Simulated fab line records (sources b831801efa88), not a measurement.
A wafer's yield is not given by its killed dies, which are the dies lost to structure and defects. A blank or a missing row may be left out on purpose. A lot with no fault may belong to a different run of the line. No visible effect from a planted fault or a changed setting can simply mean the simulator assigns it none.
The tool behind it: which one? || flow gf180mcu || Sampling: 24 lots, 72 wafers, 4 of 602 route steps

## WHAT THE GAUGES READ, wafer by wafer
GF_V1_THK_MEAS_25: measures by xrf.
{"lot": "L074", "measured": "day 18 02:13", "on": "film metro-02", "V1_W_THK (nm)": "344 344 342"}
{"lot": "L075", "measured": "day 18 06:43", "on": "film metro-02", "V1_W_THK (nm)": "332 337 331"}
{"lot": "L076", "measured": "day 18 23:01", "on": "film metro-02", "V1_W_THK (nm)": "342 345 342"}
{"lot": "L077", "measured": "day 19 09:50", "on": "film metro-02", "V1_W_THK (nm)": "337 343 337"}
{"lot": "L078", "measured": "day 19 14:59", "on": "film metro-01", "V1_W_THK (nm)": "349 347 349"}
{"lot": "L079", "measured": "day 20 01:22", "on": "film metro-02", "V1_W_THK (nm)": "342 340 337"}
{"lot": "L080", "measured": "day 20 10:04", "on": "film metro-01", "V1_W_THK (nm)": "353 344 348"}
{"lot": "L081", "measured": "day 20 21:14", "on": "film metro-01", "V1_W_THK (nm)": "346 348 344"}
{"lot": "L082", "measured": "day 21 08:53", "on": "film metro-04", "V1_W_THK (nm)": "348 345 347"}
{"lot": "L083", "measured": "day 21 21:39", "on": "film metro-04", "V1_W_THK (nm)": "346 341 352"}
{"lot": "L085", "measured": "day 22 12:53", "on": "film metro-02", "V1_W_THK (nm)": "349 348 347"}
{"lot": "L084", "measured": "day 22 13:20", "on": "film metro-04", "V1_W_THK (nm)": "349 346 351"}
{"lot": "L086", "measured": "day 22 19:32", "on": "film metro-02", "V1_W_THK (nm)": "350 349 341"}
{"lot": "L087", "measured": "day 23 00:27", "on": "film metro-04", "V1_W_THK (nm)": "343 353 344"}
{"lot": "L088", "measured": "day 23 14:33", "on": "film metro-04", "V1_W_THK (nm)": "343 346 343"}
{"lot": "L089", "measured": "day 24 04:31", "on": "film metro-01", "V1_W_THK (nm)": "350 347 344"}
{"lot": "L090", "measured": "day 24 10:16", "on": "film metro-04", "V1_W_THK (nm)": "345 346 350"}
{"lot": "L091", "measured": "day 24 15:22", "on": "film metro-04", "V1_W_THK (nm)": "350 356 354"}
{"lot": "L092", "measured": "day 24 20:55", "on": "film metro-01", "V1_W_THK (nm)": "356 348 348"}
{"lot": "L093", "measured": "day 25 04:49", "on": "film metro-01", "V1_W_THK (nm)": "354 352 358"}
{"lot": "L094", "measured": "day 25 08:36", "on": "film metro-02", "V1_W_THK (nm)": "347 348 343"}
{"lot": "L095", "measured": "day 25 21:40", "on": "film metro-02", "V1_W_THK (nm)": "346 341 352"}
{"lot": "L096", "measured": "day 25 23:34", "on": "film metro-02", "V1_W_THK (nm)": "351 343 343"}
{"lot": "L097", "measured": "day 26 04:52", "on": "film metro-01", "V1_W_THK (nm)": "348 346 345"}

GF_M2_CD_MEAS_14: target cd 280 nm.
{"lot": "L074", "measured": "day 19 02:34", "on": "cd sem-01", "cd nm (nm)": "279.3 279.9 279.5"}
{"lot": "L075", "measured": "day 19 07:02", "on": "cd sem-01", "cd nm (nm)": "279.0 278.2 276.8"}
{"lot": "L076", "measured": "day 20 00:15", "on": "cd sem-01", "cd nm (nm)": "281.6 281.6 281.2"}
{"lot": "L077", "measured": "day 20 10:35", "on": "cd sem-02", "cd nm (nm)": "276.0 275.9 276.2"}
{"lot": "L078", "measured": "day 20 15:07", "on": "cd sem-02", "cd nm (nm)": "279.8 279.8 279.4"}
{"lot": "L079", "measured": "day 21 02:32", "on": "cd sem-02", "cd nm (nm)": "279.6 279.9 279.2"}
{"lot": "L080", "measured": "day 21 10:22", "on": "cd sem-02", "cd nm (nm)": "278.9 277.7 279.3"}
{"lot": "L081", "measured": "day 21 21:10", "on": "cd sem-01", "cd nm (nm)": "280.0 279.4 279.1"}
{"lot": "L082", "measured": "day 22 09:46", "on": "cd sem-02", "cd nm (nm)": "279.9 279.2 278.9"}
{"lot": "L083", "measured": "day 22 21:25", "on": "cd sem-02", "cd nm (nm)": "278.1 277.2 277.9"}
{"lot": "L085", "measured": "day 23 12:47", "on": "cd sem-02", "cd nm (nm)": "281.3 280.3 280.4"}
{"lot": "L084", "measured": "day 23 13:05", "on": "cd sem-02", "cd nm (nm)": "279.3 279.9 280.8"}
{"lot": "L086", "measured": "day 23 19:38", "on": "cd sem-02", "cd nm (nm)": "276.9 278.0 276.4"}
{"lot": "L087", "measured": "day 23 23:39", "on": "cd sem-02", "cd nm (nm)": "280.1 281.1 280.8"}
{"lot": "L088", "measured": "day 24 13:52", "on": "cd sem-01", "cd nm (nm)": "279.7 280.5 280.5"}
{"lot": "L089", "measured": "day 25 04:02", "on": "cd sem-01", "cd nm (nm)": "279.0 281.4 280.0"}
{"lot": "L090", "measured": "day 25 08:43", "on": "cd sem-02", "cd nm (nm)": "278.5 279.4 277.5"}
{"lot": "L091", "measured": "day 25 13:43", "on": "cd sem-02", "cd nm (nm)": "280.7 280.2 281.9"}
{"lot": "L092", "measured": "day 25 19:22", "on": "cd sem-02", "cd nm (nm)": "280.8 279.7 279.6"}
{"lot": "L093", "measured": "day 26 02:48", "on": "cd sem-02", "cd nm (nm)": "278.0 278.6 279.2"}
{"lot": "L094", "measured": "day 26 06:17", "on": "cd sem-01", "cd nm (nm)": "282.6 283.5 283.3"}
{"lot": "L095", "measured": "day 26 19:37", "on": "cd sem-02", "cd nm (nm)": "279.7 278.9 278.8"}
{"lot": "L096", "measured": "day 26 20:43", "on": "cd sem-01", "cd nm (nm)": "278.8 278.1 278.1"}
{"lot": "L097", "measured": "day 27 01:35", "on": "cd sem-01", "cd nm (nm)": "281.8 281.6 280.5"}

## WHICH TOOL RAN EACH LOT (tool, then ch and the chambers of the sampled wafers, then the start)
{"lot": "L074", "GF_M1_SPUTTER_01": "pvd sputter-03, day 16 01:54", "GF_M1_SPUTTER_02": "pvd sputter-03, day 16 01:56"}
{"lot": "L075", "GF_M1_SPUTTER_01": "pvd sputter-01, day 16 06:03", "GF_M1_SPUTTER_02": "pvd sputter-01, day 16 06:05"}
{"lot": "L076", "GF_M1_SPUTTER_01": "pvd sputter-01, day 16 21:07", "GF_M1_SPUTTER_02": "pvd sputter-01, day 16 21:09"}
{"lot": "L077", "GF_M1_SPUTTER_01": "pvd sputter-03, day 17 06:59", "GF_M1_SPUTTER_02": "pvd sputter-03, day 17 07:01"}
{"lot": "L078", "GF_M1_SPUTTER_01": "pvd sputter-03, day 17 12:46", "GF_M1_SPUTTER_02": "pvd sputter-03, day 17 12:47"}
{"lot": "L079", "GF_M1_SPUTTER_01": "pvd sputter-04, day 17 22:38", "GF_M1_SPUTTER_02": "pvd sputter-04, day 17 22:40"}
{"lot": "L080", "GF_M1_SPUTTER_01": "pvd sputter-01, day 18 07:26", "GF_M1_SPUTTER_02": "pvd sputter-01, day 18 07:28"}
{"lot": "L081", "GF_M1_SPUTTER_01": "pvd sputter-03, day 18 17:54", "GF_M1_SPUTTER_02": "pvd sputter-03, day 18 17:56"}
{"lot": "L082", "GF_M1_SPUTTER_01": "pvd sputter-03, day 19 05:49", "GF_M1_SPUTTER_02": "pvd sputter-03, day 19 05:50"}
{"lot": "L083", "GF_M1_SPUTTER_01": "pvd sputter-01, day 19 19:25", "GF_M1_SPUTTER_02": "pvd sputter-01, day 19 19:26"}
{"lot": "L085", "GF_M1_SPUTTER_01": "pvd sputter-03, day 20 07:49", "GF_M1_SPUTTER_02": "pvd sputter-03, day 20 07:51"}
{"lot": "L084", "GF_M1_SPUTTER_01": "pvd sputter-01, day 20 09:36", "GF_M1_SPUTTER_02": "pvd sputter-01, day 20 09:38"}
{"lot": "L086", "GF_M1_SPUTTER_01": "pvd sputter-04, day 20 16:27", "GF_M1_SPUTTER_02": "pvd sputter-04, day 20 16:29"}
{"lot": "L087", "GF_M1_SPUTTER_01": "pvd sputter-01, day 20 23:33", "GF_M1_SPUTTER_02": "pvd sputter-01, day 20 23:35"}
{"lot": "L088", "GF_M1_SPUTTER_01": "pvd sputter-04, day 21 13:24", "GF_M1_SPUTTER_02": "pvd sputter-04, day 21 13:26"}
{"lot": "L089", "GF_M1_SPUTTER_01": "pvd sputter-04, day 22 03:58", "GF_M1_SPUTTER_02": "pvd sputter-04, day 22 03:59"}
{"lot": "L090", "GF_M1_SPUTTER_01": "pvd sputter-03, day 22 08:59", "GF_M1_SPUTTER_02": "pvd sputter-03, day 22 09:01"}
{"lot": "L091", "GF_M1_SPUTTER_01": "pvd sputter-04, day 22 14:22", "GF_M1_SPUTTER_02": "pvd sputter-04, day 22 14:24"}
{"lot": "L092", "GF_M1_SPUTTER_01": "pvd sputter-03, day 22 21:19", "GF_M1_SPUTTER_02": "pvd sputter-03, day 22 21:20"}
{"lot": "L093", "GF_M1_SPUTTER_01": "pvd sputter-01, day 23 05:19", "GF_M1_SPUTTER_02": "pvd sputter-01, day 23 05:20"}
{"lot": "L094", "GF_M1_SPUTTER_01": "pvd sputter-04, day 23 09:07", "GF_M1_SPUTTER_02": "pvd sputter-04, day 23 09:08"}
{"lot": "L095", "GF_M1_SPUTTER_01": "pvd sputter-04, day 23 23:24", "GF_M1_SPUTTER_02": "pvd sputter-04, day 23 23:26"}
{"lot": "L096", "GF_M1_SPUTTER_01": "pvd sputter-03, day 24 01:45", "GF_M1_SPUTTER_02": "pvd sputter-03, day 24 01:47"}
{"lot": "L097", "GF_M1_SPUTTER_01": "pvd sputter-04, day 24 06:31", "GF_M1_SPUTTER_02": "pvd sputter-04, day 24 06:32"}
- GF_M1_SPUTTER_01: material TiN, target thk 30 nm, time 25 s.
- GF_M1_SPUTTER_02: material AlCu, target thk 450 nm, time 23.9 s.

## WHAT THE TOOLS THEMSELVES READ (means of the sampled wafers that have a number; where no wafer has one, the mark that the record gives instead)
GF_M1_SPUTTER_01.
{"lot": "L074", "tool": "pvd sputter-03", "throttle valve pct (%)": 30.7}
{"lot": "L075", "tool": "pvd sputter-01", "throttle valve pct (%)": 29.3}
{"lot": "L076", "tool": "pvd sputter-01", "throttle valve pct (%)": 29.5}
{"lot": "L077", "tool": "pvd sputter-03", "throttle valve pct (%)": 31.1}
{"lot": "L078", "tool": "pvd sputter-03", "throttle valve pct (%)": 30.6}
{"lot": "L079", "tool": "pvd sputter-04", "throttle valve pct (%)": 31.1}
{"lot": "L080", "tool": "pvd sputter-01", "throttle valve pct (%)": 28.4}
{"lot": "L081", "tool": "pvd sputter-03", "throttle valve pct (%)": 30.8}
{"lot": "L082", "tool": "pvd sputter-03", "throttle valve pct (%)": 30.7}
{"lot": "L083", "tool": "pvd sputter-01", "throttle valve pct (%)": 31.3}
{"lot": "L085", "tool": "pvd sputter-03", "throttle valve pct (%)": 30.8}
{"lot": "L084", "tool": "pvd sputter-01", "throttle valve pct (%)": 29.3}
{"lot": "L086", "tool": "pvd sputter-04", "throttle valve pct (%)": 30.3}
{"lot": "L087", "tool": "pvd sputter-01", "throttle valve pct (%)": 30.0}
{"lot": "L088", "tool": "pvd sputter-04", "throttle valve pct (%)": 30.3}
{"lot": "L089", "tool": "pvd sputter-04", "throttle valve pct (%)": 31.3}
{"lot": "L090", "tool": "pvd sputter-03", "throttle valve pct (%)": 31.1}
{"lot": "L091", "tool": "pvd sputter-04", "throttle valve pct (%)": 30.2}
{"lot": "L092", "tool": "pvd sputter-03", "throttle valve pct (%)": 30.8}
{"lot": "L093", "tool": "pvd sputter-01", "throttle valve pct (%)": 30.3}
{"lot": "L094", "tool": "pvd sputter-04", "throttle valve pct (%)": 31.1}
{"lot": "L095", "tool": "pvd sputter-04", "throttle valve pct (%)": 30.7}
{"lot": "L096", "tool": "pvd sputter-03", "throttle valve pct (%)": 31.1}
{"lot": "L097", "tool": "pvd sputter-04", "throttle valve pct (%)": 30.7}

GF_M1_SPUTTER_02.
{"lot": "L074", "tool": "pvd sputter-03", "throttle valve pct (%)": 30.8}
{"lot": "L075", "tool": "pvd sputter-01", "throttle valve pct (%)": 29.3}
{"lot": "L076", "tool": "pvd sputter-01", "throttle valve pct (%)": 29.4}
{"lot": "L077", "tool": "pvd sputter-03", "throttle valve pct (%)": 30.9}
{"lot": "L078", "tool": "pvd sputter-03", "throttle valve pct (%)": 30.4}
{"lot": "L079", "tool": "pvd sputter-04", "throttle valve pct (%)": 31.0}
{"lot": "L080", "tool": "pvd sputter-01", "throttle valve pct (%)": 28.5}
{"lot": "L081", "tool": "pvd sputter-03", "throttle valve pct (%)": 30.8}
{"lot": "L082", "tool": "pvd sputter-03", "throttle valve pct (%)": 30.9}
{"lot": "L083", "tool": "pvd sputter-01", "throttle valve pct (%)": 31.1}
{"lot": "L085", "tool": "pvd sputter-03", "throttle valve pct (%)": 30.7}
{"lot": "L084", "tool": "pvd sputter-01", "throttle valve pct (%)": 29.3}
{"lot": "L086", "tool": "pvd sputter-04", "throttle valve pct (%)": 30.5}
{"lot": "L087", "tool": "pvd sputter-01", "throttle valve pct (%)": 30.2}
{"lot": "L088", "tool": "pvd sputter-04", "throttle valve pct (%)": 30.3}
{"lot": "L089", "tool": "pvd sputter-04", "throttle valve pct (%)": 31.5}
{"lot": "L090", "tool": "pvd sputter-03", "throttle valve pct (%)": 31.1}
{"lot": "L091", "tool": "pvd sputter-04", "throttle valve pct (%)": 30.4}
{"lot": "L092", "tool": "pvd sputter-03", "throttle valve pct (%)": 30.8}
{"lot": "L093", "tool": "pvd sputter-01", "throttle valve pct (%)": 30.3}
{"lot": "L094", "tool": "pvd sputter-04", "throttle valve pct (%)": 31.1}
{"lot": "L095", "tool": "pvd sputter-04", "throttle valve pct (%)": 30.8}
{"lot": "L096", "tool": "pvd sputter-03", "throttle valve pct (%)": 31.1}
{"lot": "L097", "tool": "pvd sputter-04", "throttle valve pct (%)": 30.9}

## THE ANSWER, worked out from the rows above alone
Rule: the usual values come from the lots themselves. Put in order of their means at a reading, lots are off if they are a third of the lots or fewer, leave a main group of 4 or more, and stand apart from it by a gap of 3 or more times the standard deviation of the main group's means; of several such gaps the widest counts. Not used: any main group whose means are identical at the precision the tables above print for the reading. A lot without any number at a reading at which 4 lots or more have one is off too. The other lots that the step has rows for count as sound. First the gauges in route order, then the tools' own readings, where a lot's mean is used as printed above. At the first step where some lot is off, the reading lying furthest off is the one used; lots without a number count as furthest.
No lot is off at any reading shown: from this, nothing can be told.

## WHAT WAS PUT IN BY THE SIMULATOR
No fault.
